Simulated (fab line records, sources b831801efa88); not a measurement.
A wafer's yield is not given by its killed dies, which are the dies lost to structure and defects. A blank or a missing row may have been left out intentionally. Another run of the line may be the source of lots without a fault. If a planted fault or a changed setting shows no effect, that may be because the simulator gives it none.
A struck lot beside a sound one | flow sky130 | 31 steps out of a route of 708
Sound: wafers L159.3, L159.4, L159.5. Struck: wafer L172.3. (L172.2, L172.5 of the same lot were not struck and are left out.) The cause comes at the end.
Order at every step that has rows: each side's tool, ch and its chambers, its first start. Under that, the readings that differ: sound wafers | struck wafers | difference of the means | sigmas: that difference in standard deviations of wafers without a fault.
alike: same words and numbers on both sides, and readings whose means sit less than 2 such deviations apart. not compared: any withheld reading, any reading some wafer has no value for, any bound like >300 that may hide the same value, and any number with overlapping values for which the record gives no deviation.
Wherever a step has rows on one side only, a row that says differs or no value, or a row with sigmas, the two part there. Numbers that have no deviation but don't overlap get no sigmas and don't part them. A reading missing from all wafers of one side parts the sides only when that side holds two or more wafers.

first, 3 steps without rows for these wafers: SKY_VIA1_STRIP_17 (strips in post etch residue remover, time 1200 s); SKY_VIA1_CLEAN_18 (cleans in IPA, time 180 s); SKY_VIA1_CLEAN_19 (cleans in O3/DIW).
SKY_VIA1_SPUTTER_20: material TiN, target thk 20 nm, time 80 s.
  sound on pvd sputter-03, day 34 07:37; struck on pvd sputter-03, day 38 10:43
  alike: throttle valve pct
SKY_VIA1_CVD_21: deposits W, target thk 270 nm, time 80.902 s.
  sound on cvd w-02 ch 0,1, day 34 07:42; struck on cvd w-01 ch 1, day 38 10:46
  alike: heater power w, susceptor temp C
SKY_VIA1_RS_MEAS_22: uses a four-point probe to measure.
  sound on film metro-04, day 34 07:48; struck on film metro-02, day 38 10:53
  alike: VIA1_W_RS
SKY_VIA1_THK_MEAS_23: measures by xrf.
  sound on film metro-04, day 34 07:54; struck on film metro-02, day 38 10:59
  alike: VIA1_W_THK
then, 2 steps without rows for these wafers: SKY_VIA1_CMP_24 (polishes, stops on SiO2, t overpolish 15 s, target thk 0 nm); SKY_METAL2_SPUTTER_00 (material Ti, target thk 15 nm, time 10 s).
SKY_METAL2_SPUTTER_01: material TiN, target thk 20 nm, time 16.7 s.
  sound on pvd sputter-01, day 34 08:16; struck on pvd sputter-01, day 38 11:22
  alike: throttle valve pct
then, 1 step without rows for these wafers: SKY_METAL2_SPUTTER_02 (material AlCu, target thk 250 nm, time 13.3 s).
SKY_METAL2_SPUTTER_03: material Ti, target thk 5 nm, time 3.3 s.
  sound on pvd sputter-01, day 34 08:19; struck on pvd sputter-01, day 38 11:25
  alike: throttle valve pct
SKY_METAL2_SPUTTER_04: material TiN, target thk 70 nm, time 58.3 s.
  sound on pvd sputter-01, day 34 08:20; struck on pvd sputter-01, day 38 11:26
  reading                                    | sound           | struck | difference | sigmas
  model.TiN_of_METAL2_SPUTTER_04.thk nm (nm) | 69.89 69.9 70.1 | 113.1  | +43.1      |
  alike: throttle valve pct
SKY_METAL2_RS_MEAS_05: uses a four-point probe to measure.
  sound on film metro-04, day 34 08:25; struck on film metro-03, day 38 11:47
  alike: METAL2_ALCU_RS
  not compared: hold
SKY_METAL2_THK_MEAS_06: measures by xrf.
  sound on film metro-04, day 34 08:31; struck on film metro-03, day 38 13:24
  reading              | sound       | struck | difference | sigmas
  METAL2_ALCU_THK (nm) | 255 251 254 | 229    | -24        | -6
  not compared: hold
then, 7 steps without rows for these wafers: SKY_METAL2_HMDS_08 (prime time 60 s); SKY_METAL2_COAT_09 (resist thk 60 nm); SKY_METAL2_COAT_10 (resist thk 450 nm); SKY_METAL2_SOFTBAKE_11 (time 90 s); SKY_METAL2_EXPOSE_12 (exposes mask MM2, target cd 140 nm); SKY_METAL2_PEB_13; SKY_METAL2_DEVELOP_14 (develop time 60 s).
SKY_METAL2_CD_MEAS_15: target cd 140 nm.
  sound on cd sem-02, day 35 10:49; struck on cd sem-01, day 39 12:51
  alike: cd nm
SKY_METAL2_OVL_MEAS_16:
  sound on overlay-01, day 35 10:54; struck on overlay-02, day 39 12:57
  alike: METAL2_OVL
then, 2 steps without rows for these wafers: SKY_METAL2_DESCUM_17 (chemistry O2, time 8 s); SKY_METAL2_ETCH_18 (etches BARC in N2/H2, stops on SiO2, time 45.9 s, target depth 60 nm).
SKY_METAL2_METAL_ETCH_19: etches the open film in Cl2/BCl3, stops on SiO2, target depth 360 nm, time 78 s.
  sound on rie metal-04 ch 0,1, day 35 11:03; struck on rie metal-01 ch 1, day 39 13:05
  reading               | sound             | struck | difference | sigmas
  oes product au (a.u.) | 0.859 0.855 0.868 | 0.875  | +0.014     | +2
  alike: drypump motor current A, throttle valve pct
  not compared: rf hours counter h
then, 1 step without rows for these wafers: SKY_METAL2_STRIP_20 (strips in O2/N2).
SKY_METAL2_STRIP_21: strips in post etch residue remover, time 1200 s.
  sound on wet bench-04 ch 3, day 35 11:13; struck on wet bench-04 ch 1, day 39 13:16
  reading                                    | sound             | struck | difference | sigmas
  model.TiN_of_METAL2_SPUTTER_04.thk nm (nm) | 69.47 69.48 69.67 | 112.7  | +43.2      |
then, 1 step without rows for these wafers: SKY_METAL2_CLEAN_22 (cleans in IPA, time 180 s).
-- the record jumps here: 10 days lie between the struck wafers' starts before and after (it left off in module METAL2 and takes up again in module PAD_OPEN, whose first step shown is number 708 of the route) --
SKY_PAD_OPEN_PROBE_99:
  sound on prober-01, day 46 00:15; struck on prober-02, day 49 04:20
  reading                       | sound             | struck | difference | sigmas
  model.etest.via2 chain.rc ohm | 9.297 10.46 10.83 | 11.34  | +1.14      |
  alike: defect limited yield, killed_at_M0_to_M3, killed_at_M4_up, killed at contacts, killed at front end, killed at other, killed dies, killed open, killed short, sort_bin_3_pad_short, sort_bin_5_function, sort_bin_6_memory, sort n pass, sort yield pct

## WHERE THEY PART
Last at SKY_METAL2_METAL_ETCH_19 as far as this record goes, first at SKY_METAL2_THK_MEAS_06. Later steps at which nothing parts them and some readings are alike: SKY_PAD_OPEN_PROBE_99.

WHY: whatever the simulator had introduced
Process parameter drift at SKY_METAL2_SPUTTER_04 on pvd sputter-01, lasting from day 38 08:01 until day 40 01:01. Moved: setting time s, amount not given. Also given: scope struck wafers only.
